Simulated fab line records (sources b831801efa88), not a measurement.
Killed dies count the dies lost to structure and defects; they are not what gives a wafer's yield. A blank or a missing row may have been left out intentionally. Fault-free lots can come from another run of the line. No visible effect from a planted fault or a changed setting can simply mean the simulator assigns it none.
A lot that was struck, set against a sound lot + flow sky130 + 15 out of 708 route steps
Sound: these wafers, L933.2, L933.4, L933.5. Struck: wafers L935.4, L935.6. (L935.2 of the same lot was not struck and is left out.) The cause comes at the end.
Order at every step that has rows: each side's tool, ch and its chambers, its first start. Under that, the readings that differ: sound wafers + struck wafers + difference of the means + sigmas: that difference in standard deviations of wafers without a fault.
alike: readings whose means differ by less than 2 such deviations, and words and numbers that are the same on both sides. not compared: withheld readings, readings that some wafer has no value for, bounds like >300 that may hide the same value, and numbers for which the record gives no deviation and whose values overlap.
A row with sigmas, a row that says differs or no value, or rows on one side alone: a step with any of these is where the two part. Numbers that have no deviation but don't overlap get no sigmas and don't part them. A reading that every wafer of one side lacks parts them only if that side has two wafers or more.

first, 8 steps without rows for these wafers: SKY_FIELD_ISO_DEHYDRATE_05 (time 60 s); SKY_FIELD_ISO_HMDS_06 (prime time 60 s); SKY_FIELD_ISO_COAT_07 (resist thk 60 nm); SKY_FIELD_ISO_COAT_08 (resist thk 450 nm); SKY_FIELD_ISO_SOFTBAKE_09 (time 90 s); SKY_FIELD_ISO_EXPOSE_10 (exposes mask FOM, target cd 150 nm); SKY_FIELD_ISO_PEB_11; SKY_FIELD_ISO_DEVELOP_12 (develop time 60 s).
SKY_FIELD_ISO_CD_MEAS_13 targets a cd of 150 nm.
  sound: cd sem-02 at day 5 20:18; struck: cd sem-01 at day 6 07:18
  alike: cd nm
SKY_FIELD_ISO_ETCH_14: etches BARC in N2/H2, stops on SiO2, time 45.9 s, target depth 60 nm.
  sound on rie diel-02 ch 0,1, day 5 20:24; struck on rie diel-04 ch 0,1, day 6 07:24
  alike: drypump motor current A, oes product au, run length s, throttle valve pct
  not compared: rf hours counter h
SKY_FIELD_ISO_ETCH_15: etches the open film in CHF3/O2, stops on Si, target depth 180 nm, time 72 s.
  sound on rie diel-02 ch 0,1, day 5 20:26; struck on rie diel-04 ch 0,1, day 6 07:26
  alike: drypump motor current A, oes product au, run length s, throttle valve pct
  not compared: rf hours counter h
SKY_FIELD_ISO_STRIP_16: strips in O2/N2.
  sound on plasma asher-04 ch 0,1, day 5 20:30; struck on plasma asher-04 ch 0,1, day 6 07:30
  alike: drypump motor current A, oes product au, strip time to endpoint s
  not compared: rf hours counter h
SKY_FIELD_ISO_ETCH_17: etches Si in HBr/Cl2/O2, target depth 342 nm, time 97.7 s.
  sound on rie si-01 ch 0,2, day 5 20:36; struck on rie si-02 ch 0, day 6 07:36
| reading                               | sound             | struck      | difference | sigmas |
|---------------------------------------|-------------------|-------------|------------|--------|
| run length s (s)                      | 125.4 125.5 125.6 | 111.8 112.0 | -13.6      | -29    |
| model.FIELD_ISO.feature depth nm (nm) | 350.6 338.8 336.6 | 299.7 299.9 | -42.2      |        |
| model.etch.depth nm (nm)              | 350.6 338.8 336.6 | 299.7 299.9 | -42.2      |        |
  alike: drypump motor current A, oes product au, throttle valve pct
  not compared: rf hours counter h
then, 1 step without rows for these wafers: SKY_FIELD_ISO_WET_ETCH_18 (etches Si3N4 in H3PO4, target depth 25 nm, time 286 s).
-- a jump in the record: the struck wafers' starts before and after are 44 days apart (it breaks off in module FIELD_ISO and resumes in module PAD_OPEN, where the first step shown is number 708 of the route) --
SKY_PAD_OPEN_PROBE_99:
  sound: prober-02 at day 49 13:00; struck: prober-02 at day 50 02:19
| reading                                 | sound                         | struck              | difference | sigmas |
|-----------------------------------------|-------------------------------|---------------------|------------|--------|
| model.etest.res_p_drift_20v.line ohm um | 1.247e+04 1.153e+04 1.162e+04 | 9553 9387           | -2403      |        |
| model.etest.res_p_drift_20v.rs ohm sq   | 1.046e+04 9635 9619           | 7975 7949           | -1943      |        |
| model.etest.pfet_16v.r on ohm um        | 1.548e+04 1.477e+04 1.472e+04 | 1.366e+04 1.352e+04 | -1.400e+03 |        |
| model.etest.res iso pwell.rs ohm sq     | 3282 3007 2993                | 2389 2347           | -726       |        |
| model.etest.res iso pwell.line ohm um   | 1257 1138 1130                | 893.4 896.2         | -280.2     |        |
| model.etest.res nwell.line ohm um       | 1094 1064 1050                | 960 970.4           | -104       |        |
| model.etest.res nwell.rs ohm sq         | 920 894.9 889.9               | 789.1 793.6         | -110.2     |        |
| model.etest.res nwell.width nm (nm)     | 846.6 840.2 844               | 822.7 825.6         | -19.4      |        |
  alike: killed_at_M0_to_M3, killed_at_M4_up, killed at contacts, killed at front end, killed at other, killed dies, killed open, killed short

## WHERE THEY PART
At SKY_FIELD_ISO_ETCH_17 and nowhere else, as far as this record goes. Later steps at which nothing parts them and some readings are alike: SKY_PAD_OPEN_PROBE_99.

WHY: what had been put in by the simulator
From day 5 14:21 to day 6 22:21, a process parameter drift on rie si-02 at SKY_FIELD_ISO_ETCH_17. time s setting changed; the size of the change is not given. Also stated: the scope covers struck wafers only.
